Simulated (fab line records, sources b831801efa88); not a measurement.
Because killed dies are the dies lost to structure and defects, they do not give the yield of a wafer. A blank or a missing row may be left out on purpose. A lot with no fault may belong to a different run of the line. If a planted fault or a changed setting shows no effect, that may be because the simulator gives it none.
The tool behind it: which one? / flow sky130 / 11 lots with 33 wafers sampled at 6 steps, on a route of 708 steps

WHAT THE GAUGES READ, wafer by wafer
The record lacks any reading of a measuring or inspecting step that a usual standard deviation could be used to judge.

EACH LOT AND THE TOOL THAT RAN IT (in order: tool; ch and the chambers of the sampled wafers; start)
lot=L415; SKY_VIA1_SPUTTER_20=pvdSputter-03, day 34 05:46; SKY_METAL2_SPUTTER_02=pvdSputter-01, day 34 06:27; SKY_METAL2_COAT_10=lithoTrack-04 ch 0, day 34 19:00; SKY_METAL2_METAL_ETCH_19=rieMetal-01 ch 0,1, day 35 09:16; SKY_METAL2_STRIP_20=plasmaAsher-01 ch 0,1, day 35 09:21; SKY_PAD_OPEN_PROBE_99=prober-02, day 46 00:09
lot=L416; SKY_VIA1_SPUTTER_20=pvdSputter-01, day 34 10:41; SKY_METAL2_SPUTTER_02=pvdSputter-02, day 34 11:22; SKY_METAL2_COAT_10=lithoTrack-03 ch 0, day 35 00:00; SKY_METAL2_METAL_ETCH_19=rieMetal-04 ch 0,1, day 35 14:02; SKY_METAL2_STRIP_20=plasmaAsher-03 ch 0, day 35 14:08; SKY_PAD_OPEN_PROBE_99=prober-01, day 46 04:04
lot=L417; SKY_VIA1_SPUTTER_20=pvdSputter-02, day 34 15:28; SKY_METAL2_SPUTTER_02=pvdSputter-04, day 34 16:09; SKY_METAL2_COAT_10=lithoTrack-03 ch 0, day 35 06:00; SKY_METAL2_METAL_ETCH_19=rieMetal-04 ch 0,1, day 35 19:29; SKY_METAL2_STRIP_20=plasmaAsher-04 ch 0,1, day 35 19:34; SKY_PAD_OPEN_PROBE_99=prober-02, day 46 07:33
lot=L425; SKY_VIA1_SPUTTER_20=pvdSputter-01, day 37 01:04; SKY_METAL2_SPUTTER_02=pvdSputter-04, day 37 01:45; SKY_METAL2_COAT_10=lithoTrack-01 ch 0, day 37 14:00; SKY_METAL2_METAL_ETCH_19=rieMetal-01 ch 1, day 38 04:06; SKY_METAL2_STRIP_20=plasmaAsher-03 ch 0,1, day 38 04:11; SKY_PAD_OPEN_PROBE_99=prober-01, day 48 01:43
lot=L428; SKY_VIA1_SPUTTER_20=pvdSputter-02, day 38 08:38; SKY_METAL2_SPUTTER_02=pvdSputter-01, day 38 09:19; SKY_METAL2_COAT_10=lithoTrack-01 ch 0, day 38 22:00; SKY_METAL2_METAL_ETCH_19=rieMetal-02 ch 0,1, day 39 11:03; SKY_METAL2_STRIP_20=plasmaAsher-04 ch 0,1, day 39 11:08; SKY_PAD_OPEN_PROBE_99=prober-02, day 49 02:35
lot=L429; SKY_VIA1_SPUTTER_20=pvdSputter-03, day 38 10:28; SKY_METAL2_SPUTTER_02=pvdSputter-04, day 38 11:09; SKY_METAL2_COAT_10=lithoTrack-01 ch 0, day 38 23:00; SKY_METAL2_METAL_ETCH_19=rieMetal-04 ch 0,1, day 39 11:42; SKY_METAL2_STRIP_20=plasmaAsher-03 ch 0,1, day 39 11:47; SKY_PAD_OPEN_PROBE_99=prober-02, day 49 02:53
lot=L431; SKY_VIA1_SPUTTER_20=pvdSputter-02, day 38 23:41; SKY_METAL2_SPUTTER_02=pvdSputter-01, day 39 00:28; SKY_METAL2_COAT_10=lithoTrack-03 ch 0, day 39 11:00; SKY_METAL2_METAL_ETCH_19=rieMetal-01 ch 1, day 40 00:11; SKY_METAL2_STRIP_20=plasmaAsher-04 ch 0,1, day 40 00:22; SKY_PAD_OPEN_PROBE_99=prober-01, day 49 12:45
lot=L432; SKY_VIA1_SPUTTER_20=pvdSputter-03, day 39 10:16; SKY_METAL2_SPUTTER_02=pvdSputter-02, day 39 11:19; SKY_METAL2_COAT_10=lithoTrack-04 ch 0, day 39 22:00; SKY_METAL2_METAL_ETCH_19=rieMetal-02 ch 0,1, day 40 11:21; SKY_METAL2_STRIP_20=plasmaAsher-01 ch 0,1, day 40 11:26; SKY_PAD_OPEN_PROBE_99=prober-02, day 49 19:37
lot=L435; SKY_VIA1_SPUTTER_20=pvdSputter-02, day 40 02:37; SKY_METAL2_SPUTTER_02=pvdSputter-01, day 40 03:18; SKY_METAL2_COAT_10=lithoTrack-03 ch 0, day 40 15:00; SKY_METAL2_METAL_ETCH_19=rieMetal-04 ch 0,1, day 41 03:44; SKY_METAL2_STRIP_20=plasmaAsher-04 ch 0,1, day 41 03:50; SKY_PAD_OPEN_PROBE_99=prober-01, day 50 06:44
lot=L436; SKY_VIA1_SPUTTER_20=pvdSputter-02, day 40 11:35; SKY_METAL2_SPUTTER_02=pvdSputter-04, day 40 12:17; SKY_METAL2_COAT_10=lithoTrack-04 ch 0, day 40 23:00; SKY_METAL2_METAL_ETCH_19=rieMetal-02 ch 0,1, day 41 12:44; SKY_METAL2_STRIP_20=plasmaAsher-04 ch 0,1, day 41 12:50; SKY_PAD_OPEN_PROBE_99=prober-02, day 50 12:07
lot=L438; SKY_VIA1_SPUTTER_20=pvdSputter-02, day 40 22:54; SKY_METAL2_SPUTTER_02=pvdSputter-04, day 40 23:43; SKY_METAL2_COAT_10=lithoTrack-04 ch 0, day 41 11:00; SKY_METAL2_METAL_ETCH_19=rieMetal-04 ch 0,1, day 41 23:53; SKY_METAL2_STRIP_20=plasmaAsher-01 ch 0,1, day 41 23:59; SKY_PAD_OPEN_PROBE_99=prober-02, day 50 21:55
- SKY_VIA1_SPUTTER_20: material TiN, target thk 20 nm, time 80 s.
- SKY_METAL2_SPUTTER_02: material AlCu, target thk 250 nm, time 13.3 s.
- SKY_METAL2_COAT_10: resist thk 450 nm.
- SKY_METAL2_METAL_ETCH_19: etches the open film in Cl2/BCl3, stops on SiO2, target depth 360 nm, time 78 s.
- SKY_METAL2_STRIP_20: strips in O2/N2.
- SKY_PAD_OPEN_PROBE_99

AS READ BY THE TOOLS THEMSELVES (means over the sampled wafers that have a number; for cases with no such wafer, the mark the record gives instead)
SKY_VIA1_SPUTTER_20. Usual: throttleValvePct at 29.8 %, with a standard deviation of 1.1.
lot=L415; tool=pvdSputter-03; throttleValvePct (%)=28.9; flag=
lot=L416; tool=pvdSputter-01; throttleValvePct (%)=29.5; flag=
lot=L417; tool=pvdSputter-02; throttleValvePct (%)=30.0; flag=
lot=L425; tool=pvdSputter-01; throttleValvePct (%)=29.1; flag=
lot=L428; tool=pvdSputter-02; throttleValvePct (%)=30.8; flag=
lot=L429; tool=pvdSputter-03; throttleValvePct (%)=29.7; flag=
lot=L431; tool=pvdSputter-02; throttleValvePct (%)=31.1; flag=
lot=L432; tool=pvdSputter-03; throttleValvePct (%)=29.4; flag=
lot=L435; tool=pvdSputter-02; throttleValvePct (%)=30.1; flag=
lot=L436; tool=pvdSputter-02; throttleValvePct (%)=30.7; flag=
lot=L438; tool=pvdSputter-02; throttleValvePct (%)=30.3; flag=

SKY_METAL2_SPUTTER_02. Usual: throttleValvePct at 29.8 %, with a standard deviation of 0.9.
lot=L415; tool=pvdSputter-01; throttleValvePct (%)=29.3; flag=
lot=L416; tool=pvdSputter-02; throttleValvePct (%)=30.2; flag=
lot=L417; tool=pvdSputter-04; throttleValvePct (%)=30.1; flag=
lot=L425; tool=pvdSputter-04; throttleValvePct (%)=29.8; flag=
lot=L428; tool=pvdSputter-01; throttleValvePct (%)=29.6; flag=
lot=L429; tool=pvdSputter-04; throttleValvePct (%)=30.0; flag=
lot=L431; tool=pvdSputter-01; throttleValvePct (%)=30.2; flag=
lot=L432; tool=pvdSputter-02; throttleValvePct (%)=30.3; flag=
lot=L435; tool=pvdSputter-01; throttleValvePct (%)=29.1; flag=
lot=L436; tool=pvdSputter-04; throttleValvePct (%)=29.7; flag=
lot=L438; tool=pvdSputter-04; throttleValvePct (%)=29.9; flag=

SKY_METAL2_COAT_10. Usual: resistLineTempC 23.02 C, standard deviation 0.11; spinSpeedRpm 2999.7 rpm, standard deviation 2.
lot=L415; tool=lithoTrack-04; resistLineTempC (C)=23.10; spinSpeedRpm (rpm)=3002.5; flag=
lot=L416; tool=lithoTrack-03; resistLineTempC (C)=22.89; spinSpeedRpm (rpm)=2999.2; flag=
lot=L417; tool=lithoTrack-03; resistLineTempC (C)=23.08; spinSpeedRpm (rpm)=3000.3; flag=
lot=L425; tool=lithoTrack-01; resistLineTempC (C)=23.02; spinSpeedRpm (rpm)=3001.5; flag=
lot=L428; tool=lithoTrack-01; resistLineTempC (C)=22.87; spinSpeedRpm (rpm)=2826.8; flag=OFF
lot=L429; tool=lithoTrack-01; resistLineTempC (C)=23.03; spinSpeedRpm (rpm)=2830.6; flag=OFF
lot=L431; tool=lithoTrack-03; resistLineTempC (C)=23.06; spinSpeedRpm (rpm)=2999.5; flag=
lot=L432; tool=lithoTrack-04; resistLineTempC (C)=22.90; spinSpeedRpm (rpm)=3001.1; flag=
lot=L435; tool=lithoTrack-03; resistLineTempC (C)=23.09; spinSpeedRpm (rpm)=2998.8; flag=
lot=L436; tool=lithoTrack-04; resistLineTempC (C)=22.97; spinSpeedRpm (rpm)=3002.0; flag=
lot=L438; tool=lithoTrack-04; resistLineTempC (C)=23.08; spinSpeedRpm (rpm)=2999.6; flag=

SKY_METAL2_METAL_ETCH_19. Usual: drypumpMotorCurrentA 6.05 A, standard deviation 0.26; oesProductAu 0.855 a.u., standard deviation 0.0046; throttleValvePct 22.265 %, standard deviation 0.0098.
lot=L415; tool=rieMetal-01; drypumpMotorCurrentA (A)=6.26; oesProductAu (a.u.)=0.856; throttleValvePct (%)=22.266; flag=
lot=L416; tool=rieMetal-04; drypumpMotorCurrentA (A)=5.83; oesProductAu (a.u.)=0.860; throttleValvePct (%)=22.260; flag=
lot=L417; tool=rieMetal-04; drypumpMotorCurrentA (A)=5.84; oesProductAu (a.u.)=0.852; throttleValvePct (%)=22.257; flag=
lot=L425; tool=rieMetal-01; drypumpMotorCurrentA (A)=6.54; oesProductAu (a.u.)=0.857; throttleValvePct (%)=22.261; flag=
lot=L428; tool=rieMetal-02; drypumpMotorCurrentA (A)=6.11; oesProductAu (a.u.)=0.853; throttleValvePct (%)=22.260; flag=
lot=L429; tool=rieMetal-04; drypumpMotorCurrentA (A)=5.80; oesProductAu (a.u.)=0.854; throttleValvePct (%)=22.264; flag=
lot=L431; tool=rieMetal-01; drypumpMotorCurrentA (A)=6.55; oesProductAu (a.u.)=0.855; throttleValvePct (%)=22.257; flag=
lot=L432; tool=rieMetal-02; drypumpMotorCurrentA (A)=6.19; oesProductAu (a.u.)=0.861; throttleValvePct (%)=22.260; flag=
lot=L435; tool=rieMetal-04; drypumpMotorCurrentA (A)=5.84; oesProductAu (a.u.)=0.856; throttleValvePct (%)=22.274; flag=
lot=L436; tool=rieMetal-02; drypumpMotorCurrentA (A)=6.10; oesProductAu (a.u.)=0.852; throttleValvePct (%)=22.260; flag=
lot=L438; tool=rieMetal-04; drypumpMotorCurrentA (A)=5.84; oesProductAu (a.u.)=0.857; throttleValvePct (%)=22.266; flag=

SKY_METAL2_STRIP_20. Usual: drypumpMotorCurrentA 5.72 A, standard deviation 0.3; oesProductAu 0.343 a.u., standard deviation 0.0048; stripTimeToEndpointS 2.70 s, standard deviation 0.033.
lot=L415; tool=plasmaAsher-01; drypumpMotorCurrentA (A)=5.98; oesProductAu (a.u.)=0.343; stripTimeToEndpointS (s)=2.68; flag=
lot=L416; tool=plasmaAsher-03; drypumpMotorCurrentA (A)=5.28; oesProductAu (a.u.)=0.342; stripTimeToEndpointS (s)=2.71; flag=
lot=L417; tool=plasmaAsher-04; drypumpMotorCurrentA (A)=5.75; oesProductAu (a.u.)=0.341; stripTimeToEndpointS (s)=2.65; flag=
lot=L425; tool=plasmaAsher-03; drypumpMotorCurrentA (A)=5.23; oesProductAu (a.u.)=0.343; stripTimeToEndpointS (s)=2.71; flag=
lot=L428; tool=plasmaAsher-04; drypumpMotorCurrentA (A)=5.74; oesProductAu (a.u.)=0.351; stripTimeToEndpointS (s)=2.82; flag=OFF
lot=L429; tool=plasmaAsher-03; drypumpMotorCurrentA (A)=5.26; oesProductAu (a.u.)=0.343; stripTimeToEndpointS (s)=2.86; flag=OFF
lot=L431; tool=plasmaAsher-04; drypumpMotorCurrentA (A)=5.76; oesProductAu (a.u.)=0.345; stripTimeToEndpointS (s)=2.70; flag=
lot=L432; tool=plasmaAsher-01; drypumpMotorCurrentA (A)=6.05; oesProductAu (a.u.)=0.347; stripTimeToEndpointS (s)=2.70; flag=
lot=L435; tool=plasmaAsher-04; drypumpMotorCurrentA (A)=5.76; oesProductAu (a.u.)=0.349; stripTimeToEndpointS (s)=2.72; flag=
lot=L436; tool=plasmaAsher-04; drypumpMotorCurrentA (A)=5.74; oesProductAu (a.u.)=0.344; stripTimeToEndpointS (s)=2.71; flag=
lot=L438; tool=plasmaAsher-01; drypumpMotorCurrentA (A)=6.04; oesProductAu (a.u.)=0.347; stripTimeToEndpointS (s)=2.66; flag=

SKY_PAD_OPEN_PROBE_99. Usual: defectLimitedYield 82.2 %, standard deviation 2.1; killed_at_M0_to_M3 43, standard deviation 8; killed_at_M4_up 2.9, standard deviation 1.6; killedAtContacts 26, standard deviation 5.2; killedAtFrontEnd 15, standard deviation 4.3; killedAtOther 0.3, standard deviation 0.56; killedDies 87, standard deviation 10; killedOnRim 17, standard deviation 3.7; killedOpen 48, standard deviation 6.9; killedShort 40, standard deviation 6.5; sort_bin_3_pad_short 0.9 %, standard deviation 0.36; sort_bin_5_function 10.5 %, standard deviation 1.5; sort_bin_6_memory 6.4 %, standard deviation 1.3; sortNPass 405, standard deviation 10; sortYieldPct 82.2 %, standard deviation 2.1.
lot=L415; tool=prober-02; defectLimitedYield (%)=83.9; killed_at_M0_to_M3=37; killed_at_M4_up=3.3; killedAtContacts=28; killedAtFrontEnd=10; killedAtOther=0.7; killedDies=79; killedOnRim=17; killedOpen=45; killedShort=34; sort_bin_3_pad_short (%)=0.8; sort_bin_5_function (%)=9.7; sort_bin_6_memory (%)=5.6; sortNPass=413; sortYieldPct (%)=83.9; flag=
lot=L416; tool=prober-01; defectLimitedYield (%)=82.1; killed_at_M0_to_M3=46; killed_at_M4_up=3.7; killedAtContacts=23; killedAtFrontEnd=16; killedAtOther=0.0; killedDies=88; killedOnRim=16; killedOpen=50; killedShort=39; sort_bin_3_pad_short (%)=1.1; sort_bin_5_function (%)=10.4; sort_bin_6_memory (%)=6.4; sortNPass=404; sortYieldPct (%)=82.1; flag=
lot=L417; tool=prober-02; defectLimitedYield (%)=81.4; killed_at_M0_to_M3=43; killed_at_M4_up=1.3; killedAtContacts=28; killedAtFrontEnd=18; killedAtOther=0.7; killedDies=92; killedOnRim=16; killedOpen=50; killedShort=42; sort_bin_3_pad_short (%)=0.9; sort_bin_5_function (%)=11.4; sort_bin_6_memory (%)=6.3; sortNPass=400; sortYieldPct (%)=81.4; flag=
lot=L425; tool=prober-01; defectLimitedYield (%)=81.1; killed_at_M0_to_M3=57; killed_at_M4_up=2.7; killedAtContacts=21; killedAtFrontEnd=12; killedAtOther=0.0; killedDies=93; killedOnRim=19; killedOpen=52; killedShort=41; sort_bin_3_pad_short (%)=1.0; sort_bin_5_function (%)=11.0; sort_bin_6_memory (%)=6.8; sortNPass=399; sortYieldPct (%)=81.1; flag=
lot=L428; tool=prober-02; defectLimitedYield (%)=84.5; killed_at_M0_to_M3=38; killed_at_M4_up=2.3; killedAtContacts=22; killedAtFrontEnd=14; killedAtOther=0.0; killedDies=76; killedOnRim=15; killedOpen=41; killedShort=35; sort_bin_3_pad_short (%)=0.7; sort_bin_5_function (%)=9.4; sort_bin_6_memory (%)=5.4; sortNPass=416; sortYieldPct (%)=84.5; flag=
lot=L429; tool=prober-02; defectLimitedYield (%)=82.2; killed_at_M0_to_M3=41; killed_at_M4_up=3.3; killedAtContacts=26; killedAtFrontEnd=16; killedAtOther=0.3; killedDies=88; killedOnRim=16; killedOpen=45; killedShort=43; sort_bin_3_pad_short (%)=0.9; sort_bin_5_function (%)=10.1; sort_bin_6_memory (%)=6.8; sortNPass=404; sortYieldPct (%)=82.2; flag=
lot=L431; tool=prober-01; defectLimitedYield (%)=82.5; killed_at_M0_to_M3=47; killed_at_M4_up=3.3; killedAtContacts=23; killedAtFrontEnd=12; killedAtOther=0.0; killedDies=86; killedOnRim=20; killedOpen=47; killedShort=39; sort_bin_3_pad_short (%)=0.7; sort_bin_5_function (%)=10.3; sort_bin_6_memory (%)=6.6; sortNPass=406; sortYieldPct (%)=82.5; flag=
lot=L432; tool=prober-02; defectLimitedYield (%)=83.0; killed_at_M0_to_M3=37; killed_at_M4_up=3.0; killedAtContacts=29; killedAtFrontEnd=14; killedAtOther=0.7; killedDies=84; killedOnRim=12; killedOpen=46; killedShort=37; sort_bin_3_pad_short (%)=0.9; sort_bin_5_function (%)=10.1; sort_bin_6_memory (%)=6.0; sortNPass=408; sortYieldPct (%)=83.0; flag=
lot=L435; tool=prober-01; defectLimitedYield (%)=82.4; killed_at_M0_to_M3=47; killed_at_M4_up=3.0; killedAtContacts=21; killedAtFrontEnd=16; killedAtOther=0.0; killedDies=87; killedOnRim=15; killedOpen=46; killedShort=41; sort_bin_3_pad_short (%)=1.1; sort_bin_5_function (%)=10.5; sort_bin_6_memory (%)=6.0; sortNPass=405; sortYieldPct (%)=82.4; flag=
lot=L436; tool=prober-02; defectLimitedYield (%)=83.1; killed_at_M0_to_M3=41; killed_at_M4_up=3.7; killedAtContacts=20; killedAtFrontEnd=18; killedAtOther=0.7; killedDies=83; killedOnRim=16; killedOpen=45; killedShort=38; sort_bin_3_pad_short (%)=0.9; sort_bin_5_function (%)=9.4; sort_bin_6_memory (%)=6.6; sortNPass=409; sortYieldPct (%)=83.1; flag=
lot=L438; tool=prober-02; defectLimitedYield (%)=83.8; killed_at_M0_to_M3=40; killed_at_M4_up=2.7; killedAtContacts=28; killedAtFrontEnd=9; killedAtOther=0.0; killedDies=80; killedOnRim=19; killedOpen=49; killedShort=31; sort_bin_3_pad_short (%)=0.5; sort_bin_5_function (%)=9.7; sort_bin_6_memory (%)=6.0; sortNPass=412; sortYieldPct (%)=83.8; flag=

THE ANSWER, worked out from the rows above alone
Rule: a lot is off if the mean of its wafers that have a number lies more than 3 standard deviations from the usual mean. A lot without any number at a reading at which 4 lots or more have one is off too. Where the step has rows for the other lots, those lots are counted as sound. The gauges are gone through in route order, then the tools' own readings, and for those a lot's mean is taken as printed above. The first step at which some lot is off is used, and at that step the reading that is off furthest; a lot without a number counts as furthest.
Off: L428, L429 (SKY_METAL2_COAT_10, spinSpeedRpm).
If a tool, at that step or one of the process steps before it, ran each lot that is off and ran no sound lot following the first of them, it fits. One fits: SKY_METAL2_COAT_10 on lithoTrack-01. Its last sound lot is L425 (day 37 14:00), its first lot that is off L428 (day 38 22:00): a fault that began between those two fits.
On the lots that are off, the tool's own readings at SKY_METAL2_COAT_10 differ by more than 5 times the standard deviation of the sound lots' means, which bears it out; spinSpeedRpm reads 2828.7 rpm there versus 3000.5 rpm on the sound lots.

WHAT THE SIMULATOR HAD INSERTED
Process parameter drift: lithoTrack-01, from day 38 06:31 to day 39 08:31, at SKY_METAL2_COAT_10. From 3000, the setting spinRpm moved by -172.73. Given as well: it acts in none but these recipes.
Lots struck among those shown: L428, L429. Same finding as the rule above.
